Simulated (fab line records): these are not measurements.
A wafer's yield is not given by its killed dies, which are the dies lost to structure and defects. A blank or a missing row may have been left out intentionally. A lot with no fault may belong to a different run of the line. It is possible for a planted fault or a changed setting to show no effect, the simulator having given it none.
Which tool did it? | flow sky130 | Sampling: 12 lots, 36 wafers, 6 of 708 route steps

== WHAT THE GAUGES SHOWED, per wafer ==
SKY_LDD_HVN_TW_MEAS_10. Usual: LDD_HVN_TW gives 1433 (standard deviation 15).
lot  | measured     | on           | LDD_HVN_TW     | flag
L449 | day 20 04:37 | filmMetro-03 | 1431 1422 1427 | 
L451 | day 21 03:10 | filmMetro-04 | 1464 1460 1465 | 
L456 | day 23 10:47 | filmMetro-02 | 1423 1432 1430 | 
L455 | day 23 13:45 | filmMetro-03 | 1427 1428 1425 | 
L464 | day 26 11:01 | filmMetro-02 | 1428 1424 1421 | 
L465 | day 26 16:35 | filmMetro-02 | 1418 1413 1425 | 
L466 | day 26 17:29 | filmMetro-03 | 1435 1429 1442 | 
L467 | day 26 20:38 | filmMetro-02 | 1412 1416 1430 | 
L468 | day 27 11:19 | filmMetro-03 | 1431 1434 1436 | 
L469 | day 27 18:52 | filmMetro-02 | 1415 1426 1422 | 
L471 | day 28 05:14 | filmMetro-03 | 1426 1428 1425 | 
L472 | day 28 11:23 | filmMetro-03 | 1430 1424 1426 | 

SKY_LDD_HVP_OVL_MEAS_07. Usual: LDD_HVP_OVL gives 0.0 nm (standard deviation 1.6).
lot  | measured     | on         | LDD_HVP_OVL (nm) | flag
L449 | day 21 11:17 | overlay-02 | 2.2 3.4 1.5      | 
L451 | day 22 09:16 | overlay-02 | 1.6 1.0 0.1      | 
L456 | day 24 17:41 | overlay-02 | -0.6 1.0 0.1     | 
L455 | day 24 19:36 | overlay-01 | -2.5 -1.5 -2.7   | 
L464 | day 27 16:13 | overlay-01 | 0.5 -0.6 -2.3    | 
L465 | day 27 20:53 | overlay-02 | -2.0 -0.5 -1.1   | 
L466 | day 27 22:11 | overlay-02 | 3.4 2.6 2.4      | 
L467 | day 28 00:58 | overlay-01 | -1.4 0.5 -0.2    | 
L468 | day 28 15:02 | overlay-01 | 0.6 0.9 0.0      | 
L469 | day 28 23:25 | overlay-02 | -0.2 -0.8 -1.8   | 
L471 | day 29 09:14 | overlay-02 | -0.2 -0.6 -0.4   | 
L472 | day 29 15:02 | overlay-02 | 0.9 -0.5 1.1     | 

SKY_SPACER_THK_MEAS_01. Usual: SPACER_CVD_00_THK gives 43.0 nm (standard deviation 0.47).
lot  | measured     | on           | SPACER_CVD_00_THK (nm)        | flag
L449 | day 23 02:01 | filmMetro-01 | 43.6 43.6 43.3                | 
L451 | day 23 20:12 | filmMetro-02 | 42.8 42.7 42.8                | 
L456 | day 26 04:03 | filmMetro-01 | 32.3 32.0 31.9 32.3 32.0 31.9 | OFF
L455 | day 26 05:16 | filmMetro-04 | 31.3 31.5 31.2 31.3 31.4 31.3 | OFF
L464 | day 28 23:05 | filmMetro-02 | 43.0 42.7 42.6                | 
L465 | day 29 03:10 | filmMetro-02 | 43.5 42.7 43.3                | 
L466 | day 29 04:56 | filmMetro-04 | 43.5 43.5 43.6                | 
L467 | day 29 07:11 | filmMetro-04 | 44.1 43.7 43.0                | 
L468 | day 29 20:55 | filmMetro-04 | 43.2 43.1 43.1                | 
L469 | day 30 05:34 | filmMetro-04 | 42.9 42.7 42.7                | 
L471 | day 30 19:02 | filmMetro-02 | 42.6 42.5 42.2                | 
L472 | day 30 21:22 | filmMetro-04 | 43.2 43.5 43.1                | 

SKY_POLY_CUT_OVL_MEAS_09. Usual: POLY_CUT_OVL gives -2 nm (standard deviation 5.6).
lot  | measured     | on         | POLY_CUT_OVL (nm) | flag
L449 | day 24 07:44 | overlay-02 | -14 -8 -9         | 
L451 | day 25 02:21 | overlay-01 | -6 -3 -2          | 
L456 | day 27 09:43 | overlay-01 | 4 2 6             | 
L455 | day 27 10:40 | overlay-02 | 6 -10 -5          | 
L464 | day 30 03:07 | overlay-01 | -4 3 6            | 
L465 | day 30 07:46 | overlay-01 | -3 -13 -2         | 
L466 | day 30 09:07 | overlay-01 | 0 0 5             | 
L467 | day 30 11:19 | overlay-02 | -5 -3 0           | 
L468 | day 31 00:48 | overlay-01 | -18 -9 -9         | 
L469 | day 31 09:09 | overlay-01 | 4 12 12           | 
L471 | day 31 23:13 | overlay-02 | -5 0 2            | 
L472 | day 32 00:46 | overlay-01 | 4 3 5             | 

== TOOL THAT RAN EACH LOT (tool first, then ch and the chambers of the sampled wafers, then the start) ==
lot  | SKY_SPACER_CVD_00           | SKY_SPACER_ETCHBACK_02
L449 | lpcvd-02 ch 0, day 22 23:18 | rieDiel-01 ch 0,2,3, day 23 02:04
L451 | lpcvd-02 ch 1, day 23 18:23 | rieDiel-03 ch 0,2, day 23 20:16
L456 | lpcvd-02 ch 0, day 26 02:50 | rieDiel-03 ch 1,2,3, day 26 06:00
L455 | lpcvd-02 ch 0, day 26 04:02 | rieDiel-01 ch 1,2,3, day 26 06:49
L464 | lpcvd-02 ch 0, day 28 21:53 | rieDiel-02 ch 1,2,3, day 28 23:09
L465 | lpcvd-02 ch 0, day 29 01:56 | rieDiel-01 ch 1,2,3, day 29 03:13
L466 | lpcvd-02 ch 1, day 29 03:44 | rieDiel-02 ch 0,2,3, day 29 05:00
L467 | lpcvd-02 ch 1, day 29 05:59 | rieDiel-01 ch 0,1,2, day 29 07:15
L468 | lpcvd-02 ch 0, day 29 19:42 | rieDiel-01 ch 1,3, day 29 20:58
L469 | lpcvd-02 ch 0, day 30 04:22 | rieDiel-03 ch 1,2, day 30 05:37
L471 | lpcvd-02 ch 0, day 30 17:14 | rieDiel-01 ch 1,3, day 30 19:06
L472 | lpcvd-02 ch 0, day 30 19:32 | rieDiel-01 ch 0,2,3, day 30 21:25
- SKY_SPACER_CVD_00: deposits Si3N4 from DCS/NH3, target thk 43.1 nm, time 740 s.
- SKY_SPACER_ETCHBACK_02: etches Si3N4 in CH3F/O2, stops on SiO2, time 46.7 s, target depth 45 nm.

== AS READ BY THE TOOLS THEMSELVES (means over the sampled wafers that have a number; for cases with no such wafer, the mark the record gives instead) ==
SKY_SPACER_ETCHBACK_02. Usual: chamberPressureMTorr 25.00 mTorr, standard deviation 0.034; drypumpMotorCurrentA 5.7 A, standard deviation 0.53; oesProductAu 0.854 a.u., standard deviation 0.007; throttleValvePct 10.562 %, standard deviation 0.0097.
lot  | tool       | chamberPressureMTorr (mTorr) | drypumpMotorCurrentA (A) | oesProductAu (a.u.) | throttleValvePct (%) | flag
L449 | rieDiel-01 | 25.01                        | 5.7                      | 0.860               | 10.563               | 
L451 | rieDiel-03 | 24.99                        | 5.2                      | 0.854               | 10.568               | 
L456 | rieDiel-03 | 25.02                        | 5.4                      | 0.732               | 10.547               | OFF
L455 | rieDiel-01 | 24.99                        | 5.3                      | 0.726               | 10.542               | OFF
L464 | rieDiel-02 | 24.97                        | 6.2                      | 0.848               | 10.568               | 
L465 | rieDiel-01 | 25.00                        | 5.2                      | 0.855               | 10.569               | 
L466 | rieDiel-02 | 24.98                        | 6.1                      | 0.857               | 10.554               | 
L467 | rieDiel-01 | 25.01                        | 5.6                      | 0.862               | 10.559               | 
L468 | rieDiel-01 | 25.01                        | 5.3                      | 0.855               | 10.570               | 
L469 | rieDiel-03 | 25.01                        | 5.2                      | 0.848               | 10.564               | 
L471 | rieDiel-01 | 25.01                        | 5.3                      | 0.847               | 10.566               | 
L472 | rieDiel-01 | 25.01                        | 5.7                      | 0.855               | 10.564               | 

== THE ANSWER, worked out from the rows above alone ==
Rule: a lot counts as off when the mean over its wafers that have a number is more than 3 standard deviations away from the usual mean. Also off: a lot with no number at a reading for which 4 or more lots have one. Any other lot the step has rows for is counted as sound. Order of review: gauges by route order, followed by the tools' own readings, for which a lot's mean as printed above is used. At the first step where some lot is off, the reading lying furthest off is the one used; lots without a number count as furthest.
Off: L456, L455, seen at SKY_SPACER_THK_MEAS_01 (SPACER_CVD_00_THK).
A tool fits if, at a process step before that reading, it ran every lot that is off, and no sound lot after the first of them. The gauges at SKY_SPACER_THK_MEAS_01 aren't tried: what is off there is off at SKY_SPACER_ETCHBACK_02 too, on other tools, and a gauge's error can't cause that. Of those tried, none fits.

== WHAT THE SIMULATOR HAD INSERTED ==
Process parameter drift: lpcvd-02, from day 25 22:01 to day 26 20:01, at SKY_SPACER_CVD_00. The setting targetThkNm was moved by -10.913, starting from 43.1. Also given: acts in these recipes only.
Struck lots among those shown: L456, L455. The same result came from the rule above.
